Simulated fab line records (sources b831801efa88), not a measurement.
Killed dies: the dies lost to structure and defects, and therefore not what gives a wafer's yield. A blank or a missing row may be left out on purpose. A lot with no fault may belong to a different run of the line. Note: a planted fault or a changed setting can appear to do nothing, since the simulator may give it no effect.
fab line records + flow gf180mcu
[record]
- lots = 6
- wafers = 18
- last-day = 34
route steps=602 shown V3@446 M4@456
lots untouched by any fault: they come from a run of this same line in which no faults occurred
start-h: hours from the record's opening day to when the first of the lot's shown wafers began + wait-h: hours from the lot's prior step to this one + " unchanged from the row above + L1.1+2: several wafers, shown together as one row + - no value, or no start given + * or withheld: withheld + < > ~ a bound
route shown NAME@n: a module of which the file shows steps, and the number in the route of the first + usual: mean/standard deviation taken from wafers without a fault + same: alike in all rows + chamber/n: place in a boat + sites: readings site by site + _std_site: the values' standard deviation + _edge_site: outer sites' mean less inner sites' + radius-mm: for every site, how far away it sits from the centre of the wafer + mask NAME#n: copy n + behind: tool/chamber where the wafer was last shaped + hold: cause of the lot's hold/its duration in hours/its outcome + device: the transistor (n, p or np) that didn't switch + end of line: the same wafers' tests at the end of the route + a step without rows: its recipe alone + killed: dies that structure and defects cost at the first sort, which is not the same as the wafer's yield + map: per-die view of a wafer (x killed, . not killed, _ where there is no die)
set.NAME: the setting that was run; set.NAME@STEP: the one run at that earlier step + model.NAME: the simulator's own value behind a step, which no gauge read
lots seen at some steps along the route; tables by step, rows by wafer
services: when a tool's chamber went out of use (start-h, in hours from the record's first day, below 0 if earlier), for how many hours, and the reason
[[steps]]
[step GF_V3_ETCH_17]
[recipe]
- chemistry = C4F8/O2/Ar
- mask-material = KrF
- target = SiO2
- stop-on = TiN
- source-w = 1500
- bias-w = 1200
- pressure-mtorr = 40
- c4f8-flow-sccm = withheld
- O2_flow_sccm = 6
- Ar_flow_sccm = 300
- time-s = withheld
- target-depth-a = 6350
[usual]
- oes-product-au = 0.856/0.0047
| lot.wafer | tool        | chamber | start-h | wait-h | oes-product-au |
|-----------|-------------|---------|---------|--------|----------------|
| L295.2    | rie-diel-03 | 1       | -       | -      | 0.856          |
| L295.3    | "           | 3       | "       | "      | 0.861          |
| L295.5    | "           | 3       | "       | "      | 0.854          |
| L303.1    | rie-diel-02 | 1       | -       | -      | 0.866          |
| L303.2    | "           | 3       | "       | "      | 0.868          |
| L303.6    | "           | 2       | "       | "      | 0.853          |
| L304.2    | rie-diel-04 | 2       | -       | -      | 0.860          |
| L304.3    | "           | 1       | "       | "      | 0.852          |
| L304.5    | "           | 2       | "       | "      | 0.858          |
| L308.2    | rie-diel-02 | 2       | -       | -      | 0.851          |
| L308.3    | "           | 0       | "       | "      | 0.852          |
| L308.4    | "           | 1       | "       | "      | 0.852          |
| L314.3    | rie-diel-03 | 1       | -       | -      | 0.854          |
| L314.4    | "           | 3       | "       | "      | 0.856          |
| L314.5    | "           | 2       | "       | "      | 0.860          |
| L318.2    | rie-diel-04 | 2       | -       | -      | 0.856          |
| L318.5    | "           | 3       | "       | "      | 0.853          |
| L318.6    | "           | 1       | "       | "      | 0.856          |
[step GF_V3_STRIP_18]
[recipe]
- chemistry = O2/N2
- power-w = 1400
- pressure-mtorr = 1500
- platen-temp-c = 250
- o2-flow-sccm = 3000
- n2-flow-sccm = 300
- overash-fraction = 0.5
[step GF_V3_STRIP_19]
[recipe]
- chemistry = post-etch-residue-remover
- time-s = 1200
- temp-c = 72.5
[step GF_V3_CLEAN_20]
[recipe]
- chemistry = DIW
- dry = n2-spin
[step GF_V3_SPUTTER_21]
[recipe]
- material = Ti
- target-thk-nm = 15
- chamber-pressure-pa = 5
- power-w = 2500
- substrate-temp-c = 200
- time-s = 80.02
[usual]
- cathode-dc-power-W = 2500.0/0.42
- chamber-pressure-pa = 5.002/0.0098
- throttle-valve-pct = 30.2/0.79
| lot.wafer | tool           | chamber | start-h | wait-h | cathode-dc-power-W | chamber-pressure-pa | throttle-valve-pct |
|-----------|----------------|---------|---------|--------|--------------------|---------------------|--------------------|
| L295.2    | pvd-sputter-02 | -       | 512.38  | 0.0    | 2499.9             | 4.982               | 31.5               |
| L295.3    | "              | -       | "       | "      | 2500.5             | 4.994               | 29.1               |
| L295.5    | "              | -       | "       | "      | 2500.2             | 5.001               | 30.3               |
| L303.1    | pvd-sputter-03 | -       | 583.04  | 0.0    | 2499.5             | 5.014               | 30.3               |
| L303.2    | "              | -       | "       | "      | 2499.8             | 4.994               | 30.3               |
| L303.6    | "              | -       | "       | "      | 2499.9             | 5.007               | 30.3               |
| L304.2    | pvd-sputter-02 | -       | 585.99  | 0.0    | 2500.0             | 4.997               | 28.9               |
| L304.3    | "              | -       | "       | "      | 2499.4             | 5.004               | 30.0               |
| L304.5    | "              | -       | "       | "      | 2500.0             | 5.019               | 29.7               |
| L308.2    | pvd-sputter-01 | -       | 622.85  | 0.0    | 2499.7             | 5.007               | 30.1               |
| L308.3    | "              | -       | "       | "      | 2500.2             | 5.007               | 29.4               |
| L308.4    | "              | -       | "       | "      | 2500.3             | 4.997               | 32.1               |
| L314.3    | pvd-sputter-02 | -       | 672.06  | 0.0    | 2500.1             | 5.007               | 29.5               |
| L314.4    | "              | -       | "       | "      | 2500.4             | 4.990               | 30.0               |
| L314.5    | "              | -       | "       | "      | 2500.1             | 4.985               | 30.1               |
| L318.2    | pvd-sputter-01 | -       | 690.93  | 0.0    | 2500.3             | 5.007               | 29.5               |
| L318.5    | "              | -       | "       | "      | 2499.7             | 5.010               | 29.3               |
| L318.6    | "              | -       | "       | "      | 2500.3             | 5.013               | 32.5               |
[step GF_V3_SPUTTER_22]
[recipe]
- material = TiN
- target-thk-nm = 10
- chamber-pressure-pa = 5
- power-w = 4000
- time-s = 40
[usual]
- cathode-dc-power-W = 4000.0/0.68
- chamber-pressure-pa = 5.001/0.0091
- throttle-valve-pct = 30.2/0.79
| lot.wafer | tool           | chamber | start-h | wait-h | cathode-dc-power-W | chamber-pressure-pa | throttle-valve-pct |
|-----------|----------------|---------|---------|--------|--------------------|---------------------|--------------------|
| L295.2    | pvd-sputter-02 | -       | 512.44  | 0.0    | 3999.7             | 4.992               | 31.5               |
| L295.3    | "              | -       | "       | "      | 4000.4             | 4.997               | 29.1               |
| L295.5    | "              | -       | "       | "      | 3999.2             | 4.994               | 30.1               |
| L303.1    | pvd-sputter-03 | -       | 583.10  | 0.0    | 3999.6             | 5.008               | 30.5               |
| L303.2    | "              | -       | "       | "      | 4000.3             | 4.991               | 30.2               |
| L303.6    | "              | -       | "       | "      | 4000.9             | 5.001               | 30.4               |
| L304.2    | pvd-sputter-02 | -       | 586.05  | 0.0    | 4000.8             | 5.004               | 29.0               |
| L304.3    | "              | -       | "       | "      | 3999.5             | 5.001               | 30.1               |
| L304.5    | "              | -       | "       | "      | 4000.2             | 5.011               | 29.7               |
| L308.2    | pvd-sputter-01 | -       | 622.91  | 0.0    | 4000.9             | 4.998               | 30.4               |
| L308.3    | "              | -       | "       | "      | 4001.1             | 4.995               | 29.1               |
| L308.4    | "              | -       | "       | "      | 4000.1             | 5.005               | 32.3               |
| L314.3    | pvd-sputter-02 | -       | 672.12  | 0.0    | 3999.8             | 5.006               | 29.7               |
| L314.4    | "              | -       | "       | "      | 3999.3             | 4.995               | 30.0               |
| L314.5    | "              | -       | "       | "      | 4000.7             | 4.993               | 29.8               |
| L318.2    | pvd-sputter-01 | -       | 690.99  | 0.0    | 3999.4             | 5.000               | 29.6               |
| L318.5    | "              | -       | "       | "      | 4000.1             | 4.990               | 29.4               |
| L318.6    | "              | -       | "       | "      | 4001.6             | 5.002               | 31.8               |
[step GF_V3_CVD_23]
[recipe]
- material = W
- target-thk-nm = 350
- time-s = 104.9
- temp-c = 400
- pressure-torr = 40
[step GF_V3_RS_MEAS_24]
[recipe]
- thk-meas-gauge = four-point-probe
- reads = W_of_V3_CVD_23+TiN_of_V3_SPUTTER_22+Ti_of_V3_SPUTTER_21
[usual]
- V3_W_RS = 0.326/0.0031
| lot.wafer | tool          | chamber | start-h | wait-h | V3_W_RS[ohm/sq] |
|-----------|---------------|---------|---------|--------|-----------------|
| L295.2    | film-metro-01 | -       | 512.61  | 0.1    | 0.323           |
| L295.3    | "             | -       | "       | "      | 0.327           |
| L295.5    | "             | -       | "       | "      | 0.328           |
| L303.1    | film-metro-02 | -       | 583.25  | 0.1    | 0.326           |
| L303.2    | "             | -       | "       | "      | 0.328           |
| L303.6    | "             | -       | "       | "      | 0.324           |
| L304.2    | film-metro-02 | -       | 586.22  | 0.1    | 0.324           |
| L304.3    | "             | -       | "       | "      | 0.329           |
| L304.5    | "             | -       | "       | "      | 0.327           |
| L308.2    | film-metro-02 | -       | 623.08  | 0.1    | 0.332           |
| L308.3    | "             | -       | "       | "      | 0.332           |
| L308.4    | "             | -       | "       | "      | 0.334           |
| L314.3    | film-metro-02 | -       | 672.31  | 0.1    | 0.321           |
| L314.4    | "             | -       | "       | "      | 0.327           |
| L314.5    | "             | -       | "       | "      | 0.324           |
| L318.2    | film-metro-02 | -       | 691.16  | 0.1    | 0.325           |
| L318.5    | "             | -       | "       | "      | 0.322           |
| L318.6    | "             | -       | "       | "      | 0.321           |
[step GF_V3_THK_MEAS_25]
[recipe]
- thk-meas-gauge = xrf
- reads = W_of_V3_CVD_23
[usual]
- V3_W_THK = 337/3.5
| lot.wafer | tool          | chamber | start-h | wait-h | V3_W_THK[nm] |
|-----------|---------------|---------|---------|--------|--------------|
| L295.2    | film-metro-01 | -       | 512.72  | 0.1    | 343          |
| L295.3    | "             | -       | "       | "      | 339          |
| L295.5    | "             | -       | "       | "      | 337          |
| L303.1    | film-metro-02 | -       | 583.37  | 0.1    | 338          |
| L303.2    | "             | -       | "       | "      | 337          |
| L303.6    | "             | -       | "       | "      | 340          |
| L304.2    | film-metro-02 | -       | 586.33  | 0.1    | 340          |
| L304.3    | "             | -       | "       | "      | 334          |
| L304.5    | "             | -       | "       | "      | 336          |
| L308.2    | film-metro-02 | -       | 623.19  | 0.1    | 330          |
| L308.3    | "             | -       | "       | "      | 333          |
| L308.4    | "             | -       | "       | "      | 331          |
| L314.3    | film-metro-02 | -       | 672.41  | 0.1    | 341          |
| L314.4    | "             | -       | "       | "      | 334          |
| L314.5    | "             | -       | "       | "      | 335          |
| L318.2    | film-metro-02 | -       | 691.27  | 0.1    | 337          |
| L318.5    | "             | -       | "       | "      | 340          |
| L318.6    | "             | -       | "       | "      | 341          |
[step GF_V3_CMP_26]
[recipe]
- stop-on = SiO2
- down-force-psi = 3.5
- platen-rpm = 60
- t-overpolish-s = 15
- target-thk-nm = 0
- pad-velocity-m-s = 0.94248
[usual]
- motor-current-A = 11.0/1.1
- overpolish-run-s = 15.001/0.0096
- time-to-endpoint-s = 85.4/2.5
| lot.wafer | tool   | chamber | start-h | wait-h | motor-current-A | overpolish-run-s | time-to-endpoint-s |
|-----------|--------|---------|---------|--------|-----------------|------------------|--------------------|
| L295.3    | cmp-01 | 3       | 512.82  | 0.1    | 10.3            | 14.998           | 84.9               |
| L295.2    | "      | 0       | "       | "      | 9.8             | 14.990           | 87.3               |
| L295.5    | "      | 2       | "       | "      | 11.3            | 14.992           | 82.9               |
| L303.1    | cmp-01 | 1       | 583.48  | 0.1    | 10.8            | 15.002           | 83.9               |
| L303.2    | "      | 2       | "       | "      | 11.6            | 15.006           | 82.1               |
| L303.6    | "      | 1       | "       | "      | 10.7            | 14.980           | 85.1               |
| L304.3    | cmp-02 | 0       | 586.54  | 0.2    | 12.1            | 14.996           | 82.3               |
| L304.2    | "      | 2       | "       | "      | 9.8             | 14.989           | 81.4               |
| L304.5    | "      | 0       | "       | "      | 11.6            | 14.992           | 86.9               |
| L308.4    | cmp-01 | 2       | 623.24  | 0.0    | 11.4            | 14.992           | 82.0               |
| L308.2    | "      | 3       | "       | "      | 9.5             | 15.008           | 84.6               |
| L308.3    | "      | 0       | "       | "      | 10.8            | 15.013           | 81.6               |
| L314.4    | cmp-01 | 2       | 672.63  | 0.2    | 12.3            | 15.000           | 86.7               |
| L314.3    | "      | 3       | "       | "      | 9.9             | 15.022           | 89.7               |
| L314.5    | "      | 3       | "       | "      | 9.9             | 14.989           | 90.1               |
| L318.2    | cmp-02 | 1       | 691.47  | 0.2    | 11.5            | 15.005           | 86.5               |
| L318.6    | "      | 2       | "       | "      | 9.6             | 15.006           | 84.5               |
| L318.5    | "      | 3       | "       | "      | 12.5            | 14.983           | 83.6               |
[step GF_M4_SPUTTER_00]
[recipe]
- material = Ti
- target-thk-nm = 37.5
- arriving-ion-energy-ev = 80
- substrate-temp-c = 200
- chamber-pressure-pa = 2
- power-w = 4000
- time-s = 150
[step GF_M4_SPUTTER_01]
[recipe]
- material = TiN
- target-thk-nm = 30
- power-w = 6500
- time-s = 25
- chamber-pressure-pa = 0.4
[usual]
- cathode-dc-power-W = 6499.9/1.1
- chamber-pressure-pa = 0.4000/0.00074
- throttle-valve-pct = 30.2/0.69
| lot.wafer | tool           | chamber | start-h | wait-h | cathode-dc-power-W | chamber-pressure-pa | throttle-valve-pct |
|-----------|----------------|---------|---------|--------|--------------------|---------------------|--------------------|
| L295.2    | pvd-sputter-01 | -       | 513.17  | 0.1    | 6501.3             | 0.3995              | 29.5               |
| L295.3    | "              | -       | "       | "      | 6501.4             | 0.4006              | 30.1               |
| L295.5    | "              | -       | "       | "      | 6499.5             | 0.4001              | 30.2               |
| L303.1    | pvd-sputter-02 | -       | 583.83  | 0.1    | 6500.7             | 0.3987              | 29.9               |
| L303.2    | "              | -       | "       | "      | 6498.6             | 0.4014              | 29.1               |
| L303.6    | "              | -       | "       | "      | 6499.7             | 0.4003              | 30.4               |
| L304.2    | pvd-sputter-02 | -       | 586.94  | 0.1    | 6500.3             | 0.4011              | 29.3               |
| L304.3    | "              | -       | "       | "      | 6497.7             | 0.4006              | 31.6               |
| L304.5    | "              | -       | "       | "      | 6499.5             | 0.3994              | 29.8               |
| L308.2    | pvd-sputter-02 | -       | 623.64  | 0.1    | 6498.9             | 0.4005              | 29.3               |
| L308.3    | "              | -       | "       | "      | 6497.1             | 0.4000              | 31.5               |
| L308.4    | "              | -       | "       | "      | 6499.0             | 0.4009              | 30.2               |
| L314.3    | pvd-sputter-02 | -       | 673.03  | 0.1    | 6499.6             | 0.4002              | 29.9               |
| L314.4    | "              | -       | "       | "      | 6499.0             | 0.4001              | 31.3               |
| L314.5    | "              | -       | "       | "      | 6502.2             | 0.3995              | 28.9               |
| L318.2    | pvd-sputter-04 | -       | 691.72  | 0.1    | 6500.5             | 0.3999              | 29.9               |
| L318.5    | "              | -       | "       | "      | 6498.6             | 0.3999              | 30.7               |
| L318.6    | "              | -       | "       | "      | 6501.0             | 0.4007              | 30.2               |
[step GF_M4_SPUTTER_02]
[recipe]
- material = AlCu
- target-thk-nm = 450
- power-w = 10600
- time-s = 23.9
- chamber-pressure-pa = 0.4
[usual]
- cathode-dc-power-W = 10600/2.2
- chamber-pressure-pa = 0.4000/0.00069
- throttle-valve-pct = 30.2/0.71
| lot.wafer | tool           | chamber | start-h | wait-h | cathode-dc-power-W | chamber-pressure-pa | throttle-valve-pct |
|-----------|----------------|---------|---------|--------|--------------------|---------------------|--------------------|
| L295.2    | pvd-sputter-01 | -       | 513.20  | 0.0    | 10601              | 0.3999              | 29.3               |
| L295.3    | "              | -       | "       | "      | 10601              | 0.3994              | 30.1               |
| L295.5    | "              | -       | "       | "      | 10602              | 0.4014              | 30.3               |
| L303.1    | pvd-sputter-02 | -       | 583.86  | 0.0    | -                  | -                   | -                  |
| L303.2    | "              | -       | "       | "      | -                  | -                   | -                  |
| L303.6    | "              | -       | "       | "      | -                  | -                   | -                  |
| L304.2    | pvd-sputter-02 | -       | 586.97  | 0.0    | -                  | -                   | -                  |
| L304.3    | "              | -       | "       | "      | -                  | -                   | -                  |
| L304.5    | "              | -       | "       | "      | -                  | -                   | -                  |
| L308.2    | pvd-sputter-02 | -       | 623.67  | 0.0    | 10601              | 0.4004              | 29.1               |
| L308.3    | "              | -       | "       | "      | 10597              | 0.4003              | 31.7               |
| L308.4    | "              | -       | "       | "      | 10602              | 0.4000              | 30.2               |
| L314.3    | pvd-sputter-02 | -       | 673.06  | 0.0    | 10600              | 0.4008              | 30.5               |
| L314.4    | "              | -       | "       | "      | 10597              | 0.4000              | 31.5               |
| L314.5    | "              | -       | "       | "      | 10598              | 0.3999              | 29.2               |
| L318.2    | pvd-sputter-04 | -       | 691.75  | 0.0    | 10600              | 0.3994              | 30.2               |
| L318.5    | "              | -       | "       | "      | 10601              | 0.3990              | 30.7               |
| L318.6    | "              | -       | "       | "      | 10598              | 0.4005              | 30.1               |
[step GF_M4_SPUTTER_03]
[recipe]
- material = Ti
- target-thk-nm = 10
- substrate-temp-c = 300
- chamber-pressure-pa = 0.3
- power-w = 3000
- time-s = 6.7
[step GF_M4_SPUTTER_04]
[recipe]
- material = TiN
- target-thk-nm = 50
- power-w = 6693
- time-s = 41.7
- chamber-pressure-pa = 0.4
[step GF_M4_RS_MEAS_05]
[recipe]
- thk-meas-gauge = four-point-probe
- reads = TiN_of_M4_SPUTTER_04+Ti_of_M4_SPUTTER_03+AlCu_of_M4_SPUTTER_02+TiN_of_M4_SPUTTER_01+Ti_of_M4_SPUTTER_00
[usual]
- M4_ALCU_RS = 0.0697/0.00066
| lot.wafer | tool          | chamber | start-h | wait-h | M4_ALCU_RS[ohm/sq] |
|-----------|---------------|---------|---------|--------|--------------------|
| L295.2    | film-metro-02 | -       | 513.31  | 0.0    | 0.0696             |
| L295.3    | "             | -       | "       | "      | 0.0703             |
| L295.5    | "             | -       | "       | "      | 0.0703             |
| L303.1    | film-metro-03 | -       | 583.95  | 0.0    | 6.9386             |
| L303.2    | "             | -       | "       | "      | 7.0101             |
| L303.6    | "             | -       | "       | "      | 6.9536             |
| L304.2    | film-metro-03 | -       | 587.08  | 0.0    | 7.0156             |
| L304.3    | "             | -       | "       | "      | 7.0193             |
| L304.5    | "             | -       | "       | "      | 6.9773             |
| L308.2    | film-metro-02 | -       | 623.78  | 0.0    | 0.0699             |
| L308.3    | "             | -       | "       | "      | 0.0694             |
| L308.4    | "             | -       | "       | "      | 0.0698             |
| L314.3    | film-metro-01 | -       | 673.19  | 0.1    | 0.0695             |
| L314.4    | "             | -       | "       | "      | 0.0688             |
| L314.5    | "             | -       | "       | "      | 0.0695             |
| L318.2    | film-metro-01 | -       | 691.86  | 0.0    | 0.0705             |
| L318.5    | "             | -       | "       | "      | 0.0708             |
| L318.6    | "             | -       | "       | "      | 0.0714             |
[step GF_M4_THK_MEAS_06]
[recipe]
- thk-meas-gauge = xrf
- reads = AlCu_of_M4_SPUTTER_02
[usual]
- M4_ALCU_THK = 440/4.2
| lot.wafer | tool          | chamber | start-h | wait-h | M4_ALCU_THK[nm] |
|-----------|---------------|---------|---------|--------|-----------------|
| L295.2    | film-metro-02 | -       | 513.42  | 0.1    | 441             |
| L295.3    | "             | -       | "       | "      | 441             |
| L295.5    | "             | -       | "       | "      | 438             |
| L303.1    | film-metro-03 | -       | 584.07  | 0.1    | <0              |
| L303.2    | "             | -       | "       | "      | <0              |
| L303.6    | "             | -       | "       | "      | <0              |
| L304.2    | film-metro-03 | -       | 587.19  | 0.1    | <0              |
| L304.3    | "             | -       | "       | "      | <0              |
| L304.5    | "             | -       | "       | "      | <0              |
| L308.2    | film-metro-02 | -       | 623.89  | 0.1    | 439             |
| L308.3    | "             | -       | "       | "      | 441             |
| L308.4    | "             | -       | "       | "      | 440             |
| L314.3    | film-metro-01 | -       | 673.29  | 0.1    | 441             |
| L314.4    | "             | -       | "       | "      | 449             |
| L314.5    | "             | -       | "       | "      | 440             |
| L318.2    | film-metro-01 | -       | 691.97  | 0.1    | 436             |
| L318.5    | "             | -       | "       | "      | 432             |
| L318.6    | "             | -       | "       | "      | 428             |
[step GF_M4_DEHYDRATE_07]
[recipe]
- temp-c = 200
- time-s = 60
[[services]]
| tool           | chamber | start-h | hours | kind   |
|----------------|---------|---------|-------|--------|
| pvd-sputter-02 | -       | 499.30  | 2.0   | repair |
| pvd-sputter-04 | -       | 500.69  | 0.9   | repair |
| cmp-01         | -       | 502.14  | 0.9   | repair |
| cmp-01         | -       | 520.97  | 0.2   | repair |
| rie-diel-04    | 3       | 521.63  | 5.3   | repair |
| rie-diel-04    | 0       | 528.81  | 12.8  | repair |
| pvd-sputter-01 | -       | 536.18  | 1.1   | repair |
| rie-diel-04    | 3       | 539.69  | 4.8   | repair |
| pvd-sputter-01 | -       | 543.70  | 4.9   | repair |
| cmp-01         | -       | 553.92  | 4.2   | pm     |
| rie-diel-04    | 0       | 557.96  | 1.7   | repair |
| rie-diel-02    | 1       | 560.52  | 19.2  | repair |
| cmp-01         | -       | 572.00  | 4.0   | pm     |
| rie-diel-03    | -       | 572.67  | 0.4   | repair |
| rie-diel-03    | -       | 573.09  | 14.6  | pm     |
| pvd-sputter-01 | -       | 581.14  | 27.6  | repair |
| cmp-01         | -       | 585.98  | 2.4   | repair |
| rie-diel-03    | 0       | 594.70  | 17.1  | repair |
| rie-diel-03    | 2       | 611.11  | 3.4   | repair |
| rie-diel-03    | 0       | 620.65  | 23.4  | repair |
| cmp-02         | -       | 638.21  | 11.7  | pm     |
| pvd-sputter-01 | -       | 644.27  | 8.1   | repair |
| rie-diel-03    | 2       | 648.44  | 2.6   | repair |
| pvd-sputter-02 | -       | 689.42  | 6.8   | repair |
[[key]]
[first-sign]
- step = GF_M4_SPUTTER_02
- reading = tool-record
- direction = missing
[effect]
- step = GF_M4_RS_MEAS_05
- reading = M4_ALCU_RS
- direction = up
- sigmas = 99+
- usual = 0.0697
- struck = 6.9857
[effect]
- step = GF_M4_THK_MEAS_06
- reading = M4_ALCU_THK
- direction = down
- sigmas = 99+
- usual = 440
- struck = <0
met-at GF_M4_SPUTTER_02
struck-wafers L303.1,L303.2,L303.6,L304.2,L304.3,L304.5
later-rows-left-out L303.1,L303.2,L303.6,L304.2,L304.3,L304.5
sort-left-out L303.1,L303.2,L303.6,L304.2,L304.3,L304.5
[fault]
- kind = skipped-step-whole
- tool = pvd-sputter-02
- chamber = -
- onset-h = 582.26
- steps = GF_M4_SPUTTER_02
- scope = struck-lots-only
// sort-left-out: the simulated sort isn't trusted on such a fault, so these wafers' sort isn't shown, and their yield isn't known
// later-rows-left-out: the simulator's readings of these wafers behind a module that went badly wrong aren't trusted and aren't shown, but for the sort
